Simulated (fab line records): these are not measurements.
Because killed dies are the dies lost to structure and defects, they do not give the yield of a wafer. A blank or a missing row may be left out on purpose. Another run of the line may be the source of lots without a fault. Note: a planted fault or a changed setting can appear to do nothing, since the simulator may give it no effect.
The tool behind it: which one? || flow sky130 || at 1 step of a route of 708, 6 lots with 18 wafers sampled

## WHAT THE GAUGES READ, wafer by wafer
SKY_VIA4_OVL_MEAS_11.
{"lot": "L126", "measured": "day 43 18:14", "on": "overlay-01", "VIA4_OVL (nm)": "-1.2 0.9 0.4"}
{"lot": "L129", "measured": "day 44 22:29", "on": "overlay-01", "VIA4_OVL (nm)": "1.5 0.3 -0.1"}
{"lot": "L131", "measured": "day 45 04:10", "on": "overlay-01", "VIA4_OVL (nm)": "2.0 2.8 2.2"}
{"lot": "L133", "measured": "day 45 18:10", "on": "overlay-02", "VIA4_OVL (nm)": "-0.1 -0.6 -1.1"}
{"lot": "L142", "measured": "day 47 21:55", "on": "overlay-02", "VIA4_OVL (nm)": "1.4 1.6 1.4"}
{"lot": "L146", "measured": "day 48 22:34", "on": "overlay-02", "VIA4_OVL (nm)": "-0.9 -0.7 -0.3"}

## WHAT TOOL EACH LOT RAN ON (gives the tool, then ch and the chambers of the sampled wafers, and finally the start)
Before these readings, the record contains no process step.

## THE ANSWER, worked out from the rows above alone
Rule: the usual values come from the lots themselves. Put in order of their means at a reading, lots are off if they are a third of the lots or fewer, leave a main group of 4 or more, and stand apart from it by a gap of 3 or more times the standard deviation of the main group's means; of several such gaps the widest counts. Not used: any main group whose means are identical at the precision the tables above print for the reading. A lot without any number at a reading at which 4 lots or more have one is off too. All remaining lots with rows at the step are treated as sound.
Nothing can be told from this: no lot is off at any reading shown.

## WHAT THE SIMULATOR HAD INSERTED
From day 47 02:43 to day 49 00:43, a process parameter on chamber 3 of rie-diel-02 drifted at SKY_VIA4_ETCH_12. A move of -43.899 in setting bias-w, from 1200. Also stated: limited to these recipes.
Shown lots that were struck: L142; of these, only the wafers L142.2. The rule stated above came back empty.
